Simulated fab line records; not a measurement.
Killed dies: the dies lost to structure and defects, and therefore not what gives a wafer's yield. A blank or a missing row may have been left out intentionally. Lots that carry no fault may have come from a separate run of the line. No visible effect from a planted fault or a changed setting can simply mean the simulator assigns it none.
Comparing a struck lot with a sound one / flow sky130 / 25 out of 708 route steps
Sound: the wafers L164.1, L164.5, L164.6. Struck: wafers L159.1, L159.4, L159.6. The cause is given at the end.
Order at every step that has rows: each side's tool, ch and its chambers, its first start. Under that, the readings that differ: sound wafers / struck wafers / difference of the means / sigmas: that difference in standard deviations of wafers without a fault.
alike: same words and numbers on both sides, and readings whose means sit less than 2 such deviations apart. not compared: any withheld reading, any reading some wafer has no value for, any bound like >300 that may hide the same value, and any number with overlapping values for which the record gives no deviation.
A row with sigmas, a row that says differs or no value, or rows on one side alone: a step with any of these is where the two part. When numbers do not overlap yet have no deviation, they are printed without sigmas and do not part them. A reading missing from all wafers of one side parts the sides only when that side holds two or more wafers.

SKY_PWDE_TW_MEAS_10:
  sound on filmMetro-01, day 6 21:33; struck on filmMetro-01, day 5 14:04
  alike: PWDE_TW
then, 7 steps without rows for these wafers: SKY_NWELL_DEHYDRATE_03 (time 60 s); SKY_NWELL_HMDS_04 (prime time 60 s); SKY_NWELL_COAT_05 (resist thk 3000 nm); SKY_NWELL_SOFTBAKE_06; SKY_NWELL_EXPOSE_07 (exposes mask NWM, target cd 840 nm); SKY_NWELL_PEB_08; SKY_NWELL_DEVELOP_09 (develop time 60 s).
SKY_NWELL_OVL_MEAS_10:
  sound on overlay-01, day 7 16:55; struck on overlay-02, day 6 08:43
  alike: NWELL_00_OVL
then, 3 steps without rows for these wafers: SKY_NWELL_IMPLANT_11; SKY_NWELL_IMPLANT_12; SKY_NWELL_IMPLANT_13.
SKY_NWELL_STRIP_14: strips in O2/N2.
  sound on plasmaAsher-03 ch 0,1, day 7 17:24; struck on plasmaAsher-04 ch 0,1, day 6 09:12
  no value came back on the struck wafers for chamberPressureMTorr (mTorr), drypumpMotorCurrentA (A), oesProductAu (a.u.), stripTimeToEndpointS (s); on the sound wafers chamberPressureMTorr (mTorr) reads 1500.5 1500.1 1500.5
reading=model.coat_of_NWELL_COAT_05.thkNm (nm); sound=0 0 0; struck=2989 3006 2992; difference=+2996; sigmas=
  not compared: rfHoursCounterH
SKY_NWELL_TW_MEAS_15:
  sound on filmMetro-02, day 7 17:30; struck on filmMetro-02, day 6 09:18
  alike: NWELL_TW
then, 7 steps without rows for these wafers: SKY_NWELL_DEHYDRATE_16 (time 60 s); SKY_NWELL_HMDS_17 (prime time 60 s); SKY_NWELL_COAT_18 (resist thk 3000 nm); SKY_NWELL_SOFTBAKE_19; SKY_NWELL_EXPOSE_20 (exposes mask NWM COMPLEMENT, target cd 840 nm); SKY_NWELL_PEB_21; SKY_NWELL_DEVELOP_22 (develop time 60 s).
SKY_NWELL_OVL_MEAS_23:
  sound on overlay-02, day 8 13:58; struck on overlay-02, day 7 03:29
reading=NWELL_01_OVL (nm); sound=-1.8 -3.2 -1.4; struck=0.9 1.6 1.9; difference=+3.6; sigmas=+2
next, for these wafers, 1 step has no rows: SKY_NWELL_IMPLANT_24.
SKY_NWELL_STRIP_25: strips in O2/N2.
  sound on plasmaAsher-03 ch 0,1, day 8 14:10; struck on plasmaAsher-04 ch 0, day 7 03:40
reading=stripTimeToEndpointS (s); sound=36.79 36.67 36.81; struck=81.04 81.19 80.93; difference=+44.30; sigmas=+99 or more
  alike: chamberPressureMTorr, drypumpMotorCurrentA, oesProductAu
  not compared: rfHoursCounterH
SKY_NWELL_TW_MEAS_26:
  sound on filmMetro-04, day 8 14:16; struck on filmMetro-04, day 7 04:04
reading=NWELL_2_TW; sound=495 496 500; struck=30 30 30; difference=-467; sigmas=-99 or more
  not compared: hold

## WHERE THEY PART
First at SKY_NWELL_STRIP_14; last, within this record, at SKY_NWELL_TW_MEAS_26.

WHY: the cause the simulator had injected
Beginning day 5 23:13, the whole step at SKY_NWELL_STRIP_14 was skipped on plasmaAsher-04. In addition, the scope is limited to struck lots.
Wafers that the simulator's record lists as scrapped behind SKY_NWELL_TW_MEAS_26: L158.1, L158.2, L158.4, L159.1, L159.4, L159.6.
